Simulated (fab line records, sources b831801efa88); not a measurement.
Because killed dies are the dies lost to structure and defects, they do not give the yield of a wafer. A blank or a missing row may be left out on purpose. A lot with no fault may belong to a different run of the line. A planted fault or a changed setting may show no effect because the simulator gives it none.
Tool commonality check -- flow gf180mcu -- Sample size 14 lots and 42 wafers

== THE REASON FOR OPENING IT ==
Of 14 lots, 2 have the reading HV_LDD_3_TW flagged at GF_HV_LDD_TW_MEAS_38. Wafers without a fault read 1452, standard deviation 19.
Rule: a lot is flagged in two cases, either no wafer of it has a number, or all its wafers with numbers fall more than 4 standard deviations from that mean. The rest of the lots are taken to be sound.

lot,measured,on,"HV_LDD_3_TW, wafer by wafer",flag
L219,day 11 20:53,filmMetro-02,1432 1412 1422,
L220,day 12 06:37,filmMetro-02,1430 1426 1427,
L221,day 12 09:18,filmMetro-02,1433 1434 1436,
L222,day 12 21:37,filmMetro-01,1462 1458 1458,
L223,day 13 05:24,filmMetro-03,1473 1473 1478,
L224,day 13 09:29,filmMetro-01,1454 1457 1454,
L225,day 13 18:21,filmMetro-03,1480 1480 1484,
L226,day 14 07:13,filmMetro-01,1450 1448 1445,
L232,day 16 10:50,filmMetro-01,1320 1326 1323,FLAGGED
L234,day 16 17:14,filmMetro-03,1347 1334 1339,FLAGGED
L237,day 17 17:30,filmMetro-03,1465 1461 1472,
L238,day 18 03:09,filmMetro-03,1474 1474 1470,
L239,day 18 09:38,filmMetro-03,1463 1463 1455,
L241,day 18 22:29,filmMetro-03,1459 1473 1471,
The numbers of the flagged lots are 1332 on average: -120 against the usual, or -6 standard deviations.

== TOOL THAT RAN EACH LOT ==
The record holds 2 process steps before the reading, out of a route of 602 steps. Read each cell as the tool, then ch plus the chambers that the sampled wafers visited, then the start.
lot,flag,GF_NWELL_STRIP_10,GF_HV_LDD_IMPLANT_33
L219,,"plasmaAsher-03 ch 0,1, day 3 12:49","implanter-01 ch 0, day 11 20:12"
L220,,"plasmaAsher-02 ch 0,1, day 3 20:00","implanter-02 ch 0, day 12 05:56"
L221,,"plasmaAsher-04 ch 0,1, day 3 22:20","implanter-01 ch 0, day 12 08:37"
L222,,"plasmaAsher-04 ch 0,1, day 4 07:28","implanter-03 ch 0, day 12 20:56"
L223,,"plasmaAsher-03 ch 0, day 4 11:01","implanter-03 ch 0, day 13 04:43"
L224,,"plasmaAsher-03 ch 0,1, day 4 16:31","implanter-03 ch 0, day 13 08:48"
L225,,"plasmaAsher-04 ch 0,1, day 4 21:40","implanter-01 ch 0, day 13 17:40"
L226,,"plasmaAsher-03 ch 0,1, day 5 06:49","implanter-01 ch 0, day 14 06:32"
L232,FLAGGED,"plasmaAsher-04 ch 0,1, day 6 15:25","implanter-01, day 16 10:08"
L234,FLAGGED,"plasmaAsher-04 ch 0,1, day 6 23:43","implanter-01, day 16 16:32"
L237,,"plasmaAsher-03 ch 0,1, day 7 13:46","implanter-02 ch 0, day 17 16:49"
L238,,"plasmaAsher-02 ch 0,1, day 7 21:40","implanter-03 ch 0, day 18 02:28"
L239,,"plasmaAsher-03 ch 0,1, day 8 03:55","implanter-02 ch 0, day 18 08:56"
L241,,"plasmaAsher-02 ch 0,1, day 8 12:46","implanter-02 ch 0, day 18 21:47"
What these steps do:
- GF_NWELL_STRIP_10: strips in O2/N2.
- GF_HV_LDD_IMPLANT_33
- GF_HV_LDD_TW_MEAS_38

== FLAGGED OVER TOTAL, TOOL BY TOOL (the gauges that took the reading come last) ==
step,tool,lots run,flagged,share of the flagged lots,sound lots run after its first flagged lot
GF_NWELL_STRIP_10,plasmaAsher-02,3,0,none,-
GF_NWELL_STRIP_10,plasmaAsher-03,6,0,none,-
GF_NWELL_STRIP_10,plasmaAsher-04,5,2,all,0
GF_HV_LDD_IMPLANT_33,implanter-01,6,2,all,0
GF_HV_LDD_IMPLANT_33,implanter-02,4,0,none,-
GF_HV_LDD_IMPLANT_33,implanter-03,4,0,none,-
GF_HV_LDD_TW_MEAS_38,filmMetro-01,4,1,some,0
GF_HV_LDD_TW_MEAS_38,filmMetro-02,3,0,none,-
GF_HV_LDD_TW_MEAS_38,filmMetro-03,7,1,some,"4 (L237,L238,L239,L241)"

== THE TABLE: WHAT IT ALLOWS ==
2 rows of the table ran every flagged lot: plasmaAsher-04 at GF_NWELL_STRIP_10, implanter-01 at GF_HV_LDD_IMPLANT_33.
- plasmaAsher-04 at GF_NWELL_STRIP_10 ran 5 lots, 2 of them flagged. A fault beginning between L225 (day 4 21:40), its last sound lot, and L232 (day 6 15:25), its first flagged one, fits the data.
- implanter-01 at GF_HV_LDD_IMPLANT_33 ran 6 lots, 2 of them flagged. A fault beginning between L226 (day 14 06:32), its last sound lot, and L232 (day 16 10:08), its first flagged one, fits the data. On the flagged lots its readings are blank where sound lots have values: beamEnergyKeV, beamOnS.
Counting lots can't tell these 2 tools apart, because each fits a fault that began at some hour. More lots, or a look at what each step does to the wafer, might.

== WHAT THE SIMULATOR PUT IN ==
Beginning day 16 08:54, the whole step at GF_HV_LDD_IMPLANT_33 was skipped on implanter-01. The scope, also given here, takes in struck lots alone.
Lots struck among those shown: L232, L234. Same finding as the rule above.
